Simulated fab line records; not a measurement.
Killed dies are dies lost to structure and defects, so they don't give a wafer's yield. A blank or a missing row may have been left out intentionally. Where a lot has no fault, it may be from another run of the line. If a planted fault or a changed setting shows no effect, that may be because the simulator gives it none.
Matching of chambers || flow gf180mcu || 4 sister chambers for GF_V1_ETCH_16 on rieDiel-02
The step etches BARC in N2/H2. 4 wafers are shown with their chamber, then 7 later ones without.

EACH WAFER AND ITS CHAMBER
{"wafer": "L697.1", "chamber": 1, "drypumpMotorCurrentA (A)": 5.39}
{"wafer": "L697.2", "chamber": 3, "drypumpMotorCurrentA (A)": 5.76}
{"wafer": "L704.1", "chamber": 0, "drypumpMotorCurrentA (A)": 5.81}
{"wafer": "L704.2", "chamber": 2, "drypumpMotorCurrentA (A)": 5.51}

WAFERS WITHOUT THEIR CHAMBER
{"wafer": "L704.5", "drypumpMotorCurrentA (A)": 5.47}
{"wafer": "L705.1", "drypumpMotorCurrentA (A)": 5.49}
{"wafer": "L705.3", "drypumpMotorCurrentA (A)": 5.73}
{"wafer": "L705.4", "drypumpMotorCurrentA (A)": 5.82}
{"wafer": "L708.4", "drypumpMotorCurrentA (A)": 5.48}
{"wafer": "L708.5", "drypumpMotorCurrentA (A)": 5.46}
{"wafer": "L708.6", "drypumpMotorCurrentA (A)": 5.41}

THE CHAMBER EACH PASSED THROUGH
{"wafer": "L704.5", "from the rows above": "can't be placed: 2 or 1", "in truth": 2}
{"wafer": "L705.1", "from the rows above": 2, "in truth": 2}
{"wafer": "L705.3", "from the rows above": "can't be placed: 3 or 0", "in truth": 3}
{"wafer": "L705.4", "from the rows above": "can't be placed: 0 or 3", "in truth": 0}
{"wafer": "L708.4", "from the rows above": "can't be placed: 2 or 1", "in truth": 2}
{"wafer": "L708.5", "from the rows above": "can't be placed: 2 or 1", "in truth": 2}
{"wafer": "L708.6", "from the rows above": 1, "in truth": 1}
Correctly placed: 2 of 7. Can't be placed from these rows: 5 (the true chamber is among the candidates in 5). 0 placed wrongly.
How it was worked out, from the rows above alone: a wafer's distance from a chamber is the root of the sum, over the readings, of the square of ((its reading less the chamber's mean) divided by the reading's scatter). If the next closest chamber is less than 2 further off than the closest, the wafer can't be placed; otherwise it belongs to the closest. For every chamber, the mean is computed from those of its wafers that are shown. The scatter: root of mean squared gap, hidden wafer to nearest shown wafer, with one shown wafer a chamber.
